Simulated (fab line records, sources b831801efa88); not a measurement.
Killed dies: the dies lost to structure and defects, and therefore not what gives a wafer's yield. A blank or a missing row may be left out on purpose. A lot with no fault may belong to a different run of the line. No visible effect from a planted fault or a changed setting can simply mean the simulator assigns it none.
Which tool was responsible? || flow gf180mcu || at 1 step of a route of 602, 7 lots with 21 wafers sampled

WHAT EACH GAUGE READ, for each wafer
GF_SAB_OVL_MEAS_10.
{"lot": "L672", "measured": "day 14 23:54", "on": "overlay-02", "SAB_OVL (nm)": "-0.5 -0.1 -2.2"}
{"lot": "L676", "measured": "day 16 22:06", "on": "overlay-01", "SAB_OVL (nm)": "0.4 -2.2 -1.1"}
{"lot": "L679", "measured": "day 18 10:35", "on": "overlay-02", "SAB_OVL (nm)": "1.4 -1.8 -3.9"}
{"lot": "L681", "measured": "day 19 08:27", "on": "overlay-02", "SAB_OVL (nm)": "-1.9 -1.6 -1.4"}
{"lot": "L683", "measured": "day 19 20:57", "on": "overlay-02", "SAB_OVL (nm)": "-0.9 0.0 1.7"}
{"lot": "L692", "measured": "day 22 10:22", "on": "overlay-02", "SAB_OVL (nm)": "1.8 -0.9 1.3"}
{"lot": "L694", "measured": "day 23 03:58", "on": "overlay-01", "SAB_OVL (nm)": "-1.1 0.4 -1.2"}

EACH LOT AND THE TOOL THAT RAN IT (in order: tool; ch and the chambers of the sampled wafers; start)
Before these readings, the record contains no process step.

THE ANSWER, worked out from the rows above alone
Rule: the lots themselves supply what counts as usual. The widest of any qualifying gaps counts: lots, ordered by their means at a reading, are off when they make up no more than a third of the lots, leave a main group of 4 or more, and stand apart from it by 3 or more times the standard deviation of that group's means. A main group is skipped when, at the precision printed for the reading in the tables above, its means are all equal. A lot without any number at a reading at which 4 lots or more have one is off too. The other lots that the step has rows for count as sound.
None of the lots is off at any reading shown; this tells nothing.

WHAT THE SIMULATOR PUT IN
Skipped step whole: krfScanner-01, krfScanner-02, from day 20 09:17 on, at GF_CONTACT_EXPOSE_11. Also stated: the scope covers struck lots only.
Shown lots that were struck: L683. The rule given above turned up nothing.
